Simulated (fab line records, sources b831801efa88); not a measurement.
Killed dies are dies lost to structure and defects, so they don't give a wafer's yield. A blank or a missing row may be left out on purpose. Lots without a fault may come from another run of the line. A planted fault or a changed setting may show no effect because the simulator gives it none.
A struck lot beside a sound one | flow sfq_line | 14 steps out of a route of 325
Sound: wafers L546.2, L546.4, L546.5. Struck: wafer L556.1. (L556.2, L556.5 of the same lot were not struck and are left out.) The cause comes at the end.
At each step with rows: each side's tool, then ch and its chambers, then its first start. Under that, the readings that differ: sound wafers | struck wafers | difference of the means | sigmas: that difference in standard deviations of wafers without a fault.
alike: readings whose means differ by less than 2 such deviations, and words and numbers that are the same on both sides. not compared: withheld readings, readings that some wafer has no value for, bounds like >300 that may hide the same value, and numbers for which the record gives no deviation and whose values overlap.
The two part at a step that has a row with sigmas, a row that says differs or no value, or rows on one side only. Numbers that don't overlap but have no deviation are shown without sigmas and don't part them. A reading that every wafer of one side lacks parts them only if that side has two wafers or more.

SFQ_TRILAYER_R5_DEP_SPUTTER_133: material MoNx, target thk 40 nm, time 66.7 s.
  sound on pvd_sputter-03, day 61 10:01; struck on pvd_sputter-03, day 62 22:39
  alike: chamber_pressure_pa, throttle_valve_pct
SFQ_TRILAYER_R5_DEP_SPUTTER_134: material Ti, target thk 5 nm, time 5 s.
  sound on pvd_sputter-03, day 61 10:04; struck on pvd_sputter-03, day 62 22:42
  alike: chamber_pressure_pa, throttle_valve_pct
SFQ_R5_RS_MEAS_933: measures by four-point-probe.
  sound on film_metro-03, day 61 10:06; struck on film_metro-03, day 62 22:43
  alike: R5_MONX_RS
SFQ_R5_THK_MEAS_934: measures by xrf.
  sound on film_metro-03, day 61 10:13; struck on film_metro-03, day 62 22:50
  alike: R5_MONX_THK
then, 6 steps without rows for these wafers: SFQ_TRILAYER_R5_LITHO_COAT_141 (resist thk 62 nm); SFQ_TRILAYER_R5_LITHO_COAT_136 (resist thk 600 nm); SFQ_TRILAYER_R5_LITHO_SOFTBAKE_140; SFQ_TRILAYER_R5_LITHO_EXPOSE_137 (exposes mask R5, target cd 500 nm); SFQ_TRILAYER_R5_LITHO_PEB_139 (peb time 60 s); SFQ_TRILAYER_R5_LITHO_DEVELOP_138 (time 60 s).
-- the record jumps here: 5 days lie between the struck wafers' starts before and after --
SFQ_R5_OVL_MEAS_935:
  sound on overlay-01, day 66 06:23; struck on overlay-01, day 67 12:23
  alike: R5_OVL
SFQ_TRILAYER_R5_BARC_OPEN_METAL_ETCH_177: etches BARC in O2, target depth 125 nm, time 41.7 s.
  sound on rie_metal-03 ch 0,1, day 66 06:25; struck on rie_metal-04 ch 0, day 67 12:25
  reading                     | sound       | struck | difference | sigmas
  drypump_motor_current_A (A) | 5.1 5.1 6.4 | 4.8    | -0.7       | -2
  alike: oes_product_au
  not compared: rf_hours_counter_h
SFQ_TRILAYER_R5_ETCH_METAL_ETCH_139: etches the open film in Cl2, stops on SiO2, target depth 60 nm, time 40 s.
  sound on rie_metal-03 ch 0,1, day 66 06:29; struck on rie_metal-04 ch 0, day 67 12:29
  reading                                                      | sound             | struck | difference | sigmas
  oes_product_au (a.u.)                                        | 0.983 0.986 0.989 | 1.004  | +0.018     | +3
  model.KrF_of_TRILAYER_R5_LITHO_COAT_136.thk_nm (nm)          | 498.7 497.8 497.7 | 481.7  | -16.4      |
  model.Nb_of_TRILAYER_JJ_TRILAYER_DEP_SPUTTER_112.thk_nm (nm) | 159.5 159.8 160.9 | 153.7  | -6.4       |
  alike: drypump_motor_current_A
  not compared: rf_hours_counter_h
SFQ_TRILAYER_R5_STRIP_STRIP_140: strips in O2.
  sound on rie_metal-03 ch 0,1, day 66 06:32; struck on rie_metal-04 ch 0, day 67 12:32
  reading               | sound             | struck | difference | sigmas
  oes_product_au (a.u.) | 0.981 0.991 0.999 | 1.010  | +0.020     | +3
  alike: drypump_motor_current_A
  not compared: rf_hours_counter_h

WHERE THEY PART
First at SFQ_TRILAYER_R5_BARC_OPEN_METAL_ETCH_177; last, within this record, at SFQ_TRILAYER_R5_STRIP_STRIP_140.

WHY: what the simulator had put in
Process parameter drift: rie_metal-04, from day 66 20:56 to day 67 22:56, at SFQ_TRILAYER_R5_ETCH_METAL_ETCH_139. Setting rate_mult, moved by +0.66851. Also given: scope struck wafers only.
